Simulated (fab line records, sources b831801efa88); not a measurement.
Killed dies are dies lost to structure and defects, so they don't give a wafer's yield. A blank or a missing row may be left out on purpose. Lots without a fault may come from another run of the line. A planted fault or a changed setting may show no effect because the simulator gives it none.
Which tool did it? | flow gf180mcu | 7 lots, 21 wafers sampled, at 4 steps of a route of 602

WHAT THE GAUGES READ, wafer by wafer
GF_DUAL_GATE_THK_MEAS_03.
lot  | measured     | on            | DUAL_GATE_OXIDATION_00_THK (nm)
L548 | day 7 22:48  | film_metro-01 | 10.82 10.85 10.82
L550 | day 8 15:12  | film_metro-01 | 11.12 11.11 11.08
L559 | day 11 02:59 | film_metro-01 | 10.70 10.72 10.80
L563 | day 12 03:33 | film_metro-03 | 10.83 11.08 10.79
L565 | day 12 16:07 | film_metro-04 | 10.86 10.96 11.09
L568 | day 13 16:17 | film_metro-01 | 10.70 10.77 10.64
L570 | day 14 03:19 | film_metro-03 | 10.81 11.06 11.03

WHICH TOOL RAN EACH LOT (tool, then ch and the chambers of the sampled wafers, then the start)
lot  | GF_STI_ETCH_14                  | GF_VT_IMPLANT_RTA_45             | GF_VT_IMPLANT_WET_ETCH_50
L548 | rie_si-02 ch 0,1,3, day 2 07:03 | rtp_anneal-01 ch 0, day 7 20:35  | wet_bench-03 ch 0, day 7 21:08
L550 | rie_si-02 ch 0,1,3, day 2 18:57 | rtp_anneal-01 ch 0, day 8 12:59  | wet_bench-03 ch 2, day 8 13:34
L559 | rie_si-02 ch 2,3, day 4 16:33   | rtp_anneal-01 ch 0, day 11 00:28 | wet_bench-02 ch 2, day 11 01:01
L563 | rie_si-01 ch 2,3, day 5 12:54   | rtp_anneal-01 ch 0, day 12 01:13 | wet_bench-04 ch 1, day 12 01:47
L565 | rie_si-01 ch 0,1,2, day 5 22:00 | rtp_anneal-01 ch 0, day 12 13:53 | wet_bench-02 ch 0, day 12 14:28
L568 | rie_si-01 ch 0,1,3, day 6 14:21 | rtp_anneal-02 ch 0, day 13 12:44 | wet_bench-03 ch 3, day 13 13:17
L570 | rie_si-02 ch 0,1,3, day 7 00:18 | rtp_anneal-01 ch 0, day 14 01:07 | wet_bench-02 ch 1, day 14 01:40
- GF_STI_ETCH_14: etches Si in HBr/Cl2/O2, target depth 360 nm, time 102.9 s.
- GF_VT_IMPLANT_RTA_45: time 30 s.
- GF_VT_IMPLANT_WET_ETCH_50: etches SiO2 in dHF, target depth 20 nm, time 400 s.

THE ANSWER, worked out from the rows above alone
Rule: what is usual is taken from the lots themselves. Put in order of their means at a reading, lots are off if they are a third of the lots or fewer, leave a main group of 4 or more, and stand apart from it by a gap of 3 or more times the standard deviation of the main group's means; of several such gaps the widest counts. A main group whose means are all the same, to the digits that the tables above print for the reading, isn't used. A lot without any number at a reading at which 4 lots or more have one is off too. The other lots that the step has rows for count as sound.
No lot is off at any reading shown: from this, nothing can be told.

WHAT THE SIMULATOR HAD PUT IN
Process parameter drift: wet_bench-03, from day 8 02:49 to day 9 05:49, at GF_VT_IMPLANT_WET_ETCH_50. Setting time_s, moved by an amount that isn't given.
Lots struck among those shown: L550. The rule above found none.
